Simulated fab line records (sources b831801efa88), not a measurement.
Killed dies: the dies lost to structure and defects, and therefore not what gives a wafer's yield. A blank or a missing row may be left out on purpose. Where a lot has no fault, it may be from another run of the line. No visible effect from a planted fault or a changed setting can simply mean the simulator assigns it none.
Matching of chambers ; flow gf180mcu ; GF_V1_ETCH_16 on rie-diel-02: 4 sister chambers
The step etches BARC in N2/H2. 18 wafers are shown with their chamber, then 9 later ones without.

== WAFERS WITH THEIR CHAMBER ==
wafer;chamber;drypump-motor-current-A (A);throttle-valve-pct (%);oes-product-au (a.u.)
L075.2;2;5.9;13.222;0.862
L075.5;3;5.2;13.227;0.855
L075.6;2;5.8;13.222;0.852
L076.2;3;5.2;13.221;0.852
L076.3;1;5.5;13.211;0.854
L076.4;3;5.2;13.228;0.859
L079.2;1;5.5;13.217;0.857
L079.5;2;5.8;13.233;0.852
L079.6;1;5.6;13.234;0.849
L083.1;3;5.2;13.220;0.865
L083.2;1;5.6;13.208;0.848
L083.3;0;5.7;13.205;0.854
L087.1;0;5.7;13.225;0.851
L087.4;2;5.9;13.229;0.858
L087.5;3;5.2;13.231;0.851
L089.1;0;5.7;13.238;0.859
L089.2;2;5.8;13.225;0.850
L089.3;3;5.2;13.218;0.855

SIGNATURES, as means of the wafers listed above
reading;chamber 0;chamber 1;chamber 2;chamber 3;scatter within a chamber
drypump-motor-current-A;5.700;5.550;5.840;5.200;0.0396
throttle-valve-pct;13.22267;13.21750;13.22620;13.22417;0.00919
oes-product-au;0.85467;0.85200;0.85480;0.85617;0.00478
Rule: a wafer lies at a distance from a chamber equal to the root of the sum of squares, over the readings, of (its reading less the chamber's mean, divided by the reading's scatter). If the next closest chamber is less than 2 further off than the closest, the wafer can't be placed; otherwise it belongs to the closest. The scatter: the root of (the sum of the squares of (reading less its chamber's mean) over the shown wafers, divided by (wafers less chambers)).

== WAFERS MISSING THEIR CHAMBER ==
wafer;drypump-motor-current-A (A);throttle-valve-pct (%);oes-product-au (a.u.)
L090.1;5.8;13.226;0.854
L090.4;5.6;13.215;0.855
L090.5;5.9;13.227;0.860
L094.1;5.6;13.227;0.857
L094.2;5.7;13.250;0.857
L094.3;5.2;13.228;0.852
L095.1;5.5;13.203;0.858
L095.3;5.2;13.221;0.852
L095.5;5.7;13.227;0.850

== WHICH CHAMBER EACH ONE RAN IN ==
wafer;from the rows above;in truth
L090.1;can't be placed: 2 or 0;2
L090.4;can't be placed: 1 or 0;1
L090.5;2;2
L094.1;can't be placed: 1 or 0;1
L094.2;can't be placed: 0 or 2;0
L094.3;3;3
L095.1;1;1
L095.3;3;3
L095.5;0;0
5 of 9 placed correctly. Not placeable from these rows: 4 (in 4, the candidates include the true chamber). Wrongly placed: 0.
